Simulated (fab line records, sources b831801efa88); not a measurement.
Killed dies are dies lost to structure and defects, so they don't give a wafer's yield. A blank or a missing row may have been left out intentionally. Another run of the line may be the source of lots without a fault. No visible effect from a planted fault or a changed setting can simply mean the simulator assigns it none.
The tool behind it: which one?	flow gf180mcu	11 lots, 33 wafers sampled, at 4 steps of a route of 602

WHAT THE GAUGES SHOWED, per wafer
GF_V2_THK_MEAS_01.
lot	measured	on	V2_CVD_00_THK (nm)
L913	day 19 08:46	film_metro-04	590 597 587
L914	day 19 12:50	film_metro-04	609 602 606
L915	day 20 04:01	film_metro-03	609 608 599
L922	day 23 05:16	film_metro-03	591 602 597
L926	day 23 22:08	film_metro-04	600 602 590
L927	day 24 09:01	film_metro-04	581 594 585
L929	day 25 01:47	film_metro-04	592 600 603
L930	day 25 11:31	film_metro-03	606 614 605
L931	day 25 16:00	film_metro-04	605 595 604
L933	day 26 03:16	film_metro-04	600 604 609
L936	day 27 02:26	film_metro-03	606 602 600

GF_PASSIVATION_THK_MEAS_01.
lot	measured	on	PASSIVATION_CVD_00_THK (nm)
L913	day 28 04:40	film_metro-03	979 1032 998
L914	day 28 09:28	film_metro-04	970 974 993
L915	day 28 19:10	film_metro-03	986 999 1025
L922	day 31 05:47	film_metro-03	989 1013 1016
L926	day 31 21:08	film_metro-03	995 1467 1008
L927	day 32 06:14	film_metro-03	973 966 996
L929	day 32 17:20	film_metro-03	981 984 1019
L930	day 33 02:04	film_metro-04	981 1016 995
L931	day 33 03:55	film_metro-03	993 1003 1006
L933	day 33 12:50	film_metro-03	987 1006 996
L936	day 34 07:57	film_metro-01	987 984 1000

EACH LOT AND THE TOOL THAT RAN IT (in order: tool; ch and the chambers of the sampled wafers; start)
lot	GF_V4_ETCH_17	GF_PASSIVATION_CVD_00
L913	rie_diel-03 ch 0,1,3, day 28 04:35 or earlier	pecvd-01 ch 0,2, day 28 04:35
L914	rie_diel-04 ch 0,1, day 28 09:23 or earlier	pecvd-02 ch 0,1, day 28 09:23
L915	rie_diel-01 ch 0,1, day 28 19:04 or earlier	pecvd-02 ch 0,2, day 28 19:04
L922	rie_diel-01 ch 1,2,3, day 31 05:43 or earlier	pecvd-02 ch 1,2, day 31 05:43
L926	rie_diel-04 ch 1,2,3, day 31 21:02 or earlier	pecvd-01 ch 0,1,2, day 31 21:02
L927	rie_diel-01 ch 0,1,2, day 32 06:10 or earlier	pecvd-02 ch 1,2, day 32 06:10
L929	rie_diel-03 ch 0,1,2, day 32 17:16 or earlier	pecvd-02 ch 0,1,2, day 32 17:16
L930	rie_diel-01 ch 2,3, day 33 01:56 or earlier	pecvd-02 ch 0,1, day 33 01:56
L931	rie_diel-03 ch 0,2,3, day 33 03:49 or earlier	pecvd-04 ch 0,1,2, day 33 03:49
L933	rie_diel-01 ch 0,1,3, day 33 12:44 or earlier	pecvd-04 ch 0,1,2, day 33 12:44
L936	rie_diel-01 ch 0,3, day 34 07:52 or earlier	pecvd-02 ch 0,1,2, day 34 07:52
- GF_V4_ETCH_17: etches SiO2 in C4F8/O2/Ar, stops on TiN, target depth 630 nm.
- GF_PASSIVATION_CVD_00: deposits SiO2 from TEOS, target thk 1000 nm, time 111.95 s.

AS READ BY THE TOOLS THEMSELVES (means over the sampled wafers that have a number; for cases with no such wafer, the mark the record gives instead)
GF_V4_ETCH_17.
lot	tool	chamber_pressure_mTorr (mTorr)	oes_product_au (a.u.)
L913	rie_diel-03	40.00	0.853
L914	rie_diel-04	40.04	0.856
L915	rie_diel-01	40.04	0.851
L922	rie_diel-01	39.97	0.855
L926	rie_diel-04	40.00	0.858
L927	rie_diel-01	39.95	0.850
L929	rie_diel-03	39.99	0.855
L930	rie_diel-01	40.00	0.854
L931	rie_diel-03	40.00	0.852
L933	rie_diel-01	40.01	0.855
L936	rie_diel-01	39.97	0.860

GF_PASSIVATION_CVD_00.
lot	tool	heater_power_outer_w (W)	heater_power_w (W)	run_length_s (s)
L913	pecvd-01	429	693	139.5
L914	pecvd-02	332	576	139.8
L915	pecvd-02	286	522	139.4
L922	pecvd-02	304	534	140.3
L926	pecvd-01	394	635	155.3
L927	pecvd-02	305	541	140.0
L929	pecvd-02	339	589	140.0
L930	pecvd-02	281	515	139.8
L931	pecvd-04	351	594	139.5
L933	pecvd-04	355	587	139.7
L936	pecvd-02	331	567	139.6

THE ANSWER, worked out from the rows above alone
Rule: what is usual is taken from the lots themselves. The widest of any qualifying gaps counts: lots, ordered by their means at a reading, are off when they make up no more than a third of the lots, leave a main group of 4 or more, and stand apart from it by 3 or more times the standard deviation of that group's means. If all means in a main group match to the digits the tables above print for the reading, that group is not used. A lot without any number at a reading at which 4 lots or more have one is off too. Any other lot the step has rows for is counted as sound. First the gauges in route order, then the tools' own readings, where a lot's mean is used as printed above. At the first step where some lot is off, the reading lying furthest off is the one used; lots without a number count as furthest.
Off: L926, at GF_PASSIVATION_THK_MEAS_01 (PASSIVATION_CVD_00_THK). For the main group the mean is 995 nm and the standard deviation 9.2.
If a tool, at a process step before that reading, ran all the lots that are off and no sound lot after the first of them, it fits. The gauges at GF_PASSIVATION_THK_MEAS_01 aren't tried: what is off there is off at GF_PASSIVATION_CVD_00 too, on other tools, and a gauge's error can't cause that. GF_V4_ETCH_17 gives no start for some lots, so the hours and the order of its lots are those of GF_PASSIVATION_CVD_00. This does not decide it: 2 tools fit, namely rie_diel-04 at GF_V4_ETCH_17 and pecvd-01 at GF_PASSIVATION_CVD_00.

WHAT HAD BEEN PUT IN BY THE SIMULATOR
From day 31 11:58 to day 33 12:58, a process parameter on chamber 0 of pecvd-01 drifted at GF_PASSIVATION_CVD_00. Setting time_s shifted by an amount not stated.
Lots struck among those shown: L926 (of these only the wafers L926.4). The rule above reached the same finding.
